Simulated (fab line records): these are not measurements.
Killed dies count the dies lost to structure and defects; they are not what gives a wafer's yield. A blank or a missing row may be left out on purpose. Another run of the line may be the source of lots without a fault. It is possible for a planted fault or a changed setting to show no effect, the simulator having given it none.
Split-lot experiment | flow sfqLine | route with 325 steps; 5 lots, 23 wafers read

## SPLIT DETAILS
At SFQ_TRILAYER_R5_LITHO_EXPOSE_137 (exposes mask R5, target cd 500 nm), the setting doseMj was moved away from the recipe's 14.4 on 4 of the 23 wafers read, by -6.0% to +6.1%. For the rest of the wafers, this setting stayed at what the recipe calls for.

## FROM THE SPLIT TO THE READING: what the file shows between them, 2 steps
- SFQ_TRILAYER_R5_LITHO_PEB_139: peb time 60 s
- SFQ_TRILAYER_R5_LITHO_DEVELOP_138: time 60 s

## THE READING
R5.cdNm (the simulator's own value, which no gauge read), in nm, at SFQ_TRILAYER_R5_BARC_OPEN_METAL_ETCH_177 (etches BARC in O2, target depth 125 nm, time 41.7 s). No usual value for it is given in the file. Average 501.8 nm, standard deviation 1.7 nm, over the 19 wafers here run with the recipe.

wafer  | tool, chamber at the split | doseMj as run | against the recipe | R5.cdNm, nm | against lot-mates on the recipe
L080.2 | krfScanner-02, 0           | 14.4          | recipe             | 503.8       | -
L080.3 | krfScanner-02, 0           | 14.4          | recipe             | 504.4       | -
L080.4 | krfScanner-02, 0           | 14.4          | recipe             | 504.1       | -
L080.5 | krfScanner-02, 0           | 14.4          | recipe             | 503.6       | -
L080.6 | krfScanner-02, 0           | 14.4          | recipe             | 503.4       | -
L081.1 | krfScanner-02, 0           | 14.4          | recipe             | 499.1       | -
L081.2 | krfScanner-02, 0           | 14.4          | recipe             | 498.7       | -
L081.3 | krfScanner-02, 0           | 14.4          | recipe             | 499.5       | -
L082.1 | krfScanner-02, 0           | 14.4          | recipe             | 501.5       | -
L082.5 | krfScanner-02, 0           | 14.4          | recipe             | 501.5       | -
L082.2 | krfScanner-02, 0           | 14.4          | recipe             | 502         | -
L082.3 | krfScanner-02, 0           | 14.4          | recipe             | 502.7       | -
L082.4 | krfScanner-02, 0           | 14.4          | recipe             | 502.2       | -
L084.1 | krfScanner-02, 0           | 13.53         | -6.0%              | 507.7       | +6.4
L084.2 | krfScanner-02, 0           | 14.4          | recipe             | 503.2       | -
L084.4 | krfScanner-02, 0           | 13.53         | -6.0%              | 508.1       | +6.8
L084.5 | krfScanner-02, 0           | 14.4          | recipe             | 500.1       | -
L084.6 | krfScanner-02, 0           | 14.4          | recipe             | 500.6       | -
L085.1 | krfScanner-02, 0           | 14.4          | recipe             | 502.1       | -
L085.2 | krfScanner-02, 0           | 14.4          | recipe             | 500.1       | -
L085.3 | krfScanner-02, 0           | 15.28         | +6.1%              | 491.5       | -9.9
L085.5 | krfScanner-02, 0           | 15.28         | +6.1%              | 490.1       | -11.3
L085.6 | krfScanner-02, 0           | 14.4          | recipe             | 501.9       | -

FIT RESULTS
A straight line over all 23 wafers: R5.cdNm changes by -1.41 nm for each +1% of doseMj; r = -0.89; the points scatter about the line by 1.9 nm.
The same after taking each lot's own level away (the mean of its wafers on the recipe; 23 wafers): -1.41 nm for each +1%; r = -0.96; scatter 1.1 nm.
On that fit, the largest move of doseMj shifts the reading by 8.6 nm.
Across the lots, their own levels run from 499.10 to 503.86 nm, a range of 2.8 times the standard deviation given above.
So the lot-to-lot level changes the slope little: the two slopes agree.
Check: -8.6 nm against its lot-mates is what the line predicts for one of the wafers moved furthest among these (+6.1%) when that wafer is left out of the fit. Against them it came out at -9.87 nm.

## FURTHER SPLITS ON THESE WAFERS
Other splits were also applied to these wafers ahead of the reading. Each is held against what the fit with the lots' levels taken away leaves over:
other split on the same wafers             | wafers away from the commonest value | r with R5.cdNm (lot level and that fit taken away)
SFQ_TRILAYER_JJ_CE_LITHO_PEB_117 pebTempC  | 4                                    | -0.15
SFQ_TRILAYER_M5_LITHO_COAT_123 resistThkNm | 8                                    | -0.43
SFQ_TRILAYER_R5_DEP_SPUTTER_133 timeS      | 8                                    | +0.05

## FILE'S OWN FIT
R5.cdNm changes by -1.41 nm for each +1% of doseMj, r = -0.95.
